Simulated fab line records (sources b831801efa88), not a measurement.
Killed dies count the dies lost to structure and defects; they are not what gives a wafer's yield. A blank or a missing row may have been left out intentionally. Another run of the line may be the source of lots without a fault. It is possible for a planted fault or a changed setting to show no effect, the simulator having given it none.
fab line records	flow sky130
[record] lots = 5	wafers = 15	last_day = 50
route steps=708 shown VIA3@578 METAL4@598 CAP2M@603 PAD_OPEN@708
lots that met no fault: from a run of the same line without faults
start_h: start of the lot's first displayed wafer, in hours after the record's first day	wait_h: time in hours since the lot's previous step	" as in the row above	L1.1+2: a single row standing in for several wafers	- no value, or no start was given	* or withheld: withheld	< > ~ a bound
route shown NAME@n: a module of which the file shows steps, and the number in the route of the first	usual: mean/standard deviation taken from wafers without a fault	same: alike in all rows	chamber/n: place in a boat	sites: each site's reading	_std_site: the values' standard deviation	_edge_site: mean of outer sites minus mean of inner sites	radius_mm: how far each site lies from the wafer's centre	mask NAME#n: copy n	behind: the most recent tool/chamber to have shaped the wafer	hold: why the lot went on hold/how many hours it stayed there/how the hold came to an end	device: which transistor (n, p or np) failed to switch	end of line: tests of these same wafers at the route's end	step lacking rows: just its recipe	killed: dies that structure and defects cost at the first sort, which is not the same as the wafer's yield	map: the dies of a wafer, with x for killed, . for not killed, _ for no die there
set.NAME: setting as actually run; set.NAME@STEP: the setting as run at that earlier step	model.NAME: the simulator's own value behind a step, which no gauge read
a table for each step, a row for each wafer; lots at some steps of the route
services: when a tool's chamber went out of use (start_h, in hours from the record's first day, below 0 if earlier), for how many hours, and the reason
[[steps]]
[step SKY_VIA3_HMDS_05]
[recipe] prime_time_s = 60	prime_temp_c = 120
[step SKY_VIA3_COAT_06]
[recipe] resist = BARC	temp_c = withheld	time_s = withheld	spin_rpm = 3000	resist_thk_nm = 60
[step SKY_VIA3_COAT_07]
[recipe] resist = KrF-thick	spin_rpm = 3000	resist_thk_nm = 450
[step SKY_VIA3_SOFTBAKE_08]
[recipe] temp_c = 100	time_s = 90	resist = KrF-thick
[step SKY_VIA3_EXPOSE_09]
[recipe] mask_id = VIM3	na = 0.8	source_shape = annular	sigma_inner = 0.55	sigma_outer = 0.85	target_cd_nm = 200	dose_mj = 38
[step SKY_VIA3_PEB_10]
[recipe] peb_temp_c = withheld	peb_time_s = withheld	resist = KrF-thick
[step SKY_VIA3_DEVELOP_11]
[recipe] develop_time_s = 60	resist = KrF-thick	dev_temp_c = 21
[step SKY_VIA3_ETCH_14]
[recipe] chemistry = N2/H2	target = BARC	ion_energy_ev = 200	source_w = 500	bias_w = 100	pressure_mtorr = 30	n2_flow_sccm = 100	h2_flow_sccm = 200	stop_on = SiO2	time_s = 45.9	target_depth_a = 600
[step SKY_VIA3_ETCH_15]
[recipe] target = SiO2	chemistry = C4F8/O2/Ar	target_depth_nm = 507	stop_on = TiN	mask_material = KrF-thick	source_w = 1500	bias_w = 1200	pressure_mtorr = 40	c4f8_flow_sccm = withheld	O2_flow_sccm = 6	Ar_flow_sccm = 300	time_s = 78
[step SKY_VIA3_STRIP_16]
[recipe] chemistry = O2/N2	power_w = 1400	pressure_mtorr = 1500	platen_temp_c = withheld	o2_flow_sccm = 3000	n2_flow_sccm = 300	overash_fraction = 0.5
[step SKY_VIA3_STRIP_17]
[recipe] chemistry = post_etch_residue_remover	time_s = 1200	temp_c = 72.5
[usual] bath_heat_duty_pct = 13.7/1.3
lot.wafer	tool	chamber	start_h	wait_h	bath_heat_duty_pct
L542.1	wet_bench-04	3	983.34	0.1	12.7
L542.4	"	3	"	"	11.2
L542.5	"	3	"	"	13.2
L547.3	wet_bench-04	1	1026.00	0.0	14.8
L547.4	"	1	"	"	14.3
L547.5	"	1	"	"	14.3
L546.2	wet_bench-04	2	1029.30	0.1	12.2
L546.4	"	2	"	"	13.2
L546.5	"	2	"	"	13.5
L548.1	wet_bench-04	2	1044.20	0.1	13.5
L548.2	"	2	"	"	12.6
L548.4	"	2	"	"	15.2
L555.1	wet_bench-02	1	1065.24	0.1	13.4
L555.2	"	1	"	"	11.4
L555.3	"	1	"	"	12.5
[step SKY_VIA3_CLEAN_18]
[recipe] chemistry = IPA	time_s = 180	temp_c = 25
[step SKY_VIA3_CLEAN_19]
[recipe] chemistry = O3/DIW	dry = n2_spin
[step SKY_VIA3_SPUTTER_20]
[recipe] material = TiN	target_thk_nm = 20	chamber_pressure_pa = 5	power_w = 4000	time_s = 80
[step SKY_VIA3_CVD_21]
[recipe] material = W	target_thk_nm = 390	time_s = 117.31	temp_c = 400	pressure_torr = 40
[step SKY_VIA3_CMP_24]
[recipe] stop_on = SiO2	t_overpolish_s = 20	down_force_psi = 3.5	platen_rpm = 60	target_thk_nm = 0	pad_velocity_m_s = 0.94248
[step SKY_METAL4_SPUTTER_00]
[recipe] material = Ti	target_thk_nm = 15	power_w = 3000	time_s = 10	chamber_pressure_pa = 0.4
[step SKY_METAL4_SPUTTER_01]
[recipe] material = TiN	target_thk_nm = 20	power_w = 6500	time_s = 16.7	chamber_pressure_pa = 0.4
[step SKY_METAL4_SPUTTER_02]
[recipe] material = AlCu	target_thk_nm = 735	power_w = 10600	time_s = 39.1	chamber_pressure_pa = 0.4
[step SKY_METAL4_SPUTTER_03]
[recipe] material = Ti	target_thk_nm = 5	power_w = 3000	time_s = 3.3	chamber_pressure_pa = 0.4
[step SKY_METAL4_SPUTTER_04]
[recipe] material = TiN	target_thk_nm = 70	power_w = 6500	time_s = 58.3	chamber_pressure_pa = 0.4
[step SKY_CAP2M_CVD_00]
[recipe] material = SiO2	target_thk_nm = 15.5	temp_c = 400	time_s = withheld	rf_w = 450
[step SKY_CAP2M_SPUTTER_02]
[recipe] material = TiN	target_thk_nm = 200	temp_c = 300	power_w = 6500	time_s = 166.7	chamber_pressure_pa = 0.4
[step SKY_CAP2M_DEHYDRATE_05]
[recipe] temp_c = 200	time_s = 60
[step SKY_CAP2M_HMDS_06]
[recipe] prime_time_s = 60	prime_temp_c = 120
[step SKY_CAP2M_COAT_07]
[recipe] resist = NOVOLAK	spin_rpm = 3000	resist_thk_nm = 1140
[step SKY_CAP2M_SOFTBAKE_08]
[recipe] temp_c = 90	time_s = 60	resist = NOVOLAK
[step SKY_CAP2M_EXPOSE_09]
[recipe] mask_id = CAP2M	na = 0.6	source_shape = conventional	sigma_outer = 0.6	polarization = unpolarized	target_cd_nm = 1000	dose_mj = 161.1
[step SKY_CAP2M_PEB_10]
[recipe] temp_c = withheld	time_s = *	resist = NOVOLAK
[step SKY_CAP2M_DEVELOP_11]
[recipe] resist = NOVOLAK	developer = TMAH	develop_time_s = 60	dev_temp_c = 23
[step SKY_CAP2M_METAL_ETCH_13]
[recipe] target_depth_nm = 220	stop_on = SiO2	chemistry = Cl2/BCl3	target = TiN	pressure_mtorr = 10	icp_w = 900	bias_w = 48.5	Cl2_flow_sccm = 60	bcl3_flow_sccm = 30	time_s = 62.9
[step SKY_CAP2M_STRIP_14]
[recipe] chemistry = O2/N2	power_w = 1400	pressure_mtorr = 1500	platen_temp_c = withheld	o2_flow_sccm = 3000	n2_flow_sccm = 300	overash_fraction = 0.5
[step SKY_CAP2M_STRIP_15]
[recipe] chemistry = post_etch_residue_remover	time_s = 1200	temp_c = 72.5
[step SKY_CAP2M_CLEAN_16]
[recipe] chemistry = IPA	time_s = 180	temp_c = 25
[step SKY_PAD_OPEN_PROBE_99]
[usual] defect_limited_yield = 82.9/1.7	killed_at_M0_to_M3 = 42/6.7	killed_at_M4_up = 3.4/2	killed_at_contacts = 24/5.1	killed_at_front_end = 14/4.2	killed_at_other = 0.2/0.49	killed_dies = 84/8.4	killed_open = 46/7	killed_short = 39/5.8	sort_bin_3_pad_short = 0.8/0.42	sort_bin_5_function = 10.2/1.3	sort_bin_6_memory = 6.1/1	sort_n_pass = 408/8.4	sort_yield_pct = 82.9/1.7
[same] gross_dies = 492	killed_at_back_side = 0	sort_bin_4_leakage[%] = 0	sort_bin_8_speed[%] = 0
lot.wafer	tool	chamber	start_h	wait_h	defect_limited_yield[%]	killed_at_M0_to_M3	killed_at_M4_up	killed_at_contacts	killed_at_front_end	killed_at_other	killed_dies	killed_open	killed_short	sort_bin_3_pad_short[%]	sort_bin_5_function[%]	sort_bin_6_memory[%]	sort_n_pass	sort_yield_pct[%]	model.etest.tester.sort_n_pass	model.etest.tester.sort_yield_pct	model.etest.tester.sort_bin_5_pct	model.etest.tester.sort_bin_3_pct
L542.1	prober-02	-	1121.27	0.1	85.2	40	6	21	6	0	73	37	36	0.8	9.1	4.9	419	85.2	419	85.16	9.146	0.813
L542.4	prober-02	-	1121.42	0.2	84.8	42	0	20	13	0	75	41	34	0.8	10.4	4.1	417	84.8	417	84.76	10.37	0.813
L542.5	prober-02	-	1121.47	0.2	82.7	42	1	32	10	0	85	49	36	0.8	10.4	6.1	407	82.7	407	82.72	10.37	0.813
L547.3	prober-02	-	1156.52	0.2	72.4	104	3	21	8	0	136	42	37	3.3	17.9	6.5	356	72.4	356	72.36	17.89	3.252
L547.4	prober-02	-	1156.57	0.2	71.7	96	3	30	9	1	139	52	37	3.9	15.4	8.9	353	71.7	353	71.75	15.45	3.862
L547.5	prober-02	-	1156.62	0.2	74.0	95	3	16	12	2	128	36	41	4.7	14.6	6.7	364	74.0	364	73.98	14.63	4.675
L546.2	prober-01	-	1159.20	0.1	74.0	95	3	20	10	0	128	43	29	4.3	15.4	6.3	364	74.0	364	73.98	15.45	4.268
L546.4	prober-01	-	1159.30	0.2	71.1	103	4	23	12	0	142	62	27	3.5	19.1	6.3	350	71.1	350	71.14	19.11	3.455
L546.5	prober-01	-	1159.35	0.2	73.0	84	2	34	13	0	133	43	38	3.9	15.9	7.3	359	73.0	359	72.97	15.85	3.862
L548.1	prober-01	-	1172.87	0.1	76.0	85	2	17	14	0	118	31	35	3.5	15.4	5.1	374	76.0	374	76.02	15.45	3.455
L548.2	prober-01	-	1172.92	0.1	70.1	105	1	32	9	0	147	59	32	4.1	17.5	8.3	345	70.1	345	70.12	17.48	4.065
L548.4	prober-01	-	1173.02	0.2	71.7	93	3	26	16	1	139	49	35	4.7	17.7	5.9	353	71.7	353	71.75	17.68	4.675
// killed by level:class
L542.1 VIA1:geometric_particle:open=10 VIA3:geometric_particle:open=7 CONTACT:geometric_particle:open=6 VIA3:geometric_particle:short=5 LI_CONTACT:geometric_particle:open=5 METAL4:geometric_particle:short=5 LI_CONTACT:geometric_particle:short=4 METAL2:geometric_particle:short=4
L542.4 VIA1:geometric_particle:open=15 LI_CONTACT:geometric_particle:open=5 METAL2:geometric_particle:short=5 FIELD_ISO:geometric_particle:short=4 POLY_GATE:geometric_particle:open=4 CONTACT:geometric_particle:short=4 CONTACT:geometric_particle:open=4 METAL1:geometric_particle:short=4
L542.5 LI_CONTACT:geometric_particle:open=10 VIA1:geometric_particle:open=10 CONTACT:geometric_particle:short=8 VIA3:geometric_particle:open=8 CONTACT:geometric_particle:open=6 VIA2:geometric_particle:open=6 METAL1:geometric_particle:short=5 FIELD_ISO:geometric_particle:short=4
L547.3 VIA3:unspecified=57 VIA1:geometric_particle:open=9 METAL2:geometric_particle:short=9 CONTACT:geometric_particle:open=8 VIA1:geometric_particle:short=7 LOCAL_INTERCONNECT:geometric_particle:short=6 METAL1:geometric_particle:short=5 VIA2:geometric_particle:open=5
L547.4 VIA3:unspecified=50 VIA1:geometric_particle:open=14 CONTACT:geometric_particle:open=12 LI_CONTACT:geometric_particle:open=7 CONTACT:geometric_particle:short=7 VIA2:geometric_particle:open=6 VIA2:geometric_particle:short=6 FIELD_ISO:geometric_particle:open=5
L547.5 VIA3:unspecified=51 VIA3:geometric_particle:open=7 CONTACT:geometric_particle:open=6 METAL2:geometric_particle:short=6 VIA2:geometric_particle:open=6 CONTACT:geometric_particle:short=5 METAL1:geometric_particle:short=5 VIA1:geometric_particle:short=5
L546.2 VIA3:unspecified=56 VIA1:geometric_particle:open=10 CONTACT:geometric_particle:open=8 LI_CONTACT:geometric_particle:open=7 VIA2:geometric_particle:open=5 VIA3:geometric_particle:short=5 VIA3:geometric_particle:open=5 POLY_CUT:geometric_particle:short=3
L546.4 VIA3:unspecified=53 VIA1:geometric_particle:open=20 CONTACT:geometric_particle:open=11 VIA3:geometric_particle:open=10 LI_CONTACT:geometric_particle:open=6 FIELD_ISO:geometric_particle:open=5 VIA3:geometric_particle:short=4 METAL4:geometric_particle:short=4
L546.5 VIA3:unspecified=52 CONTACT:geometric_particle:open=15 VIA1:geometric_particle:open=10 CONTACT:geometric_particle:short=8 LOCAL_INTERCONNECT:geometric_particle:short=7 FIELD_ISO:geometric_particle:short=6 VIA3:geometric_particle:open=5 POLY_GATE:geometric_particle:open=4
L548.1 VIA3:unspecified=52 VIA3:geometric_particle:open=6 LOCAL_INTERCONNECT:geometric_particle:short=6 VIA1:geometric_particle:open=6 LI_CONTACT:geometric_particle:open=4 METAL1:geometric_particle:short=4 METAL3:geometric_particle:short=4 SONOS_ONO:geometric_particle:short=3
L548.2 VIA3:unspecified=56 VIA1:geometric_particle:open=15 CONTACT:geometric_particle:open=14 LI_CONTACT:geometric_particle:open=10 VIA2:geometric_particle:open=7 METAL1:geometric_particle:short=6 VIA3:geometric_particle:open=5 LOCAL_INTERCONNECT:geometric_particle:short=4
L548.4 VIA3:unspecified=55 VIA1:geometric_particle:open=9 VIA3:geometric_particle:open=8 CONTACT:geometric_particle:open=8 CONTACT:geometric_particle:short=6 FIELD_ISO:geometric_particle:short=5 LI_CONTACT:geometric_particle:open=5 VIA2:geometric_particle:open=5
// map L546.4 (x killed, . not)
__________.x..x..xx._________
________..........x..x_______
______x.......x........._____
_____....x.....xxx.......____
____......x...x.....x.xxxx___
___.........x..x....xxxxxxx__
__...xx...x..xxx.x.x.xxxxxxx_
_...x..xx.x.x.x.x.x.xxxxxxxxx
_.........x.x....x.xxxxxxxxxx
_....x.x.x.....x..x..xxxxxxx.
_...x.x......x......x.xx.xxx.
_x.x......x............xxx.x.
_........x..x..x...x.x..x....
_..........x.................
_..xx..xx....xx....x..xx...x.
__...x...................xxx_
___.x..x........x..........__
____....x.......x.......x.___
_____....xx.....xx.......____
______.x.....xx.xxx.x..._____
________x..........x.._______
__________.x........_________
// map L547.4 (x killed, . not)
__________.....x..x._________
________...x.....x.x.._______
______..............x..._____
_____....x.x.x......x.x..____
____..xx......x...xxx.....___
___........x....x.x.x......__
__x..x.x.......x............_
_.x..x..xx...x.............xx
_..xx........................
_......x..x..x...............
_..xx....x..x...........x..x.
_.....x..x..xxx.x.x...x...x..
_..xx..x...xx..x...x...x.....
_x...............x...x......x
_...x...xx..xx....xxx........
__.xx.xxxxxxxx........x....._
___..xxxxxxxxxx............__
____xxxxxxxxxxx.x.....x...___
_____xxxxxxxxx..x.......x____
______xxxxxxxxxx...x...x_____
________xxxxx........._______
__________.xx.xx.x.._________
[[services]]
tool	chamber	start_h	hours	kind
wet_bench-02	-	1030.83	1.9	pm
wet_bench-02	-	1056.96	0.8	repair
[[key]]
[first_sign] step = SKY_PAD_OPEN_PROBE_99	reading = killed_at_M0_to_M3	direction = up	sigmas = 7.9	usual = 42	struck = 96
[effect] step = SKY_PAD_OPEN_PROBE_99	reading = sort_bin_3_pad_short	direction = up	sigmas = 7.4	usual = 0.8	struck = 4.0
[model_effect] step = SKY_PAD_OPEN_PROBE_99	value = etest.tester.sort_n_pass	without = 404.2	struck = 357.6
met_at SKY_VIA3_STRIP_17
struck_wafers L546.2,L546.4,L546.5,L547.3,L547.4,L547.5,L548.1,L548.2,L548.4
onset_between 983.34 1026.00
[fault] kind = chamber_particle_source	tool = wet_bench-04	chamber = -	onset_h = 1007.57	steps = SKY_VIA3_STRIP_17	rate_per_visit_cm2 = 1.6042	end_h = 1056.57
